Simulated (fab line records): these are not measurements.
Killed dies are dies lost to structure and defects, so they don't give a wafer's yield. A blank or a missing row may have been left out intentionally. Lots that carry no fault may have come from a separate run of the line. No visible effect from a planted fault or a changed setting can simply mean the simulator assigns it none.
Chamber matching	flow sfqLine	SFQ_TRILAYER_I0_CMP_CMP_028 on cmp-02: 4 sister chambers
The step polishes SiO2. 4 wafers are shown with their chamber, then 9 later ones without.

## WAFERS, EACH WITH ITS CHAMBER
wafer	chamber	motorCurrentA (A)
L913.4	3	12.5
L917.1	1	11.3
L917.3	0	9.8
L917.6	2	11.0

## WAFERS MISSING THEIR CHAMBER
wafer	motorCurrentA (A)
L922.4	10.4
L922.5	10.0
L922.6	11.1
L926.1	11.1
L926.3	10.8
L926.4	11.4
L929.4	11.2
L929.5	10.0
L929.6	11.3

## WHICH CHAMBER EACH ONE RAN IN
wafer	from the rows above	in truth
L922.4	can't be placed: 0 or 2 or 1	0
L922.5	0	0
L922.6	can't be placed: 2 or 1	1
L926.1	can't be placed: 2 or 1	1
L926.3	can't be placed: 2 or 1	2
L926.4	can't be placed: 1 or 2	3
L929.4	can't be placed: 1 or 2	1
L929.5	0	0
L929.6	can't be placed: 1 or 2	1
Correct placement for 2 of the 9. Unplaceable from these rows: 7, with the true chamber sitting among the candidates in 6. Wrongly placed: 0.
How it was worked out, from the rows above alone: a wafer's distance from a chamber is the root of the sum, over the readings, of the square of ((its reading less the chamber's mean) divided by the reading's scatter). The wafer belongs to the nearest chamber; if the next one is less than 2 further off, it can't be placed. For every chamber, the mean is computed from those of its wafers that are shown. The scatter (one wafer shown for each chamber): square how far every hidden wafer sits from the nearest shown wafer, average those squares and take the square root.
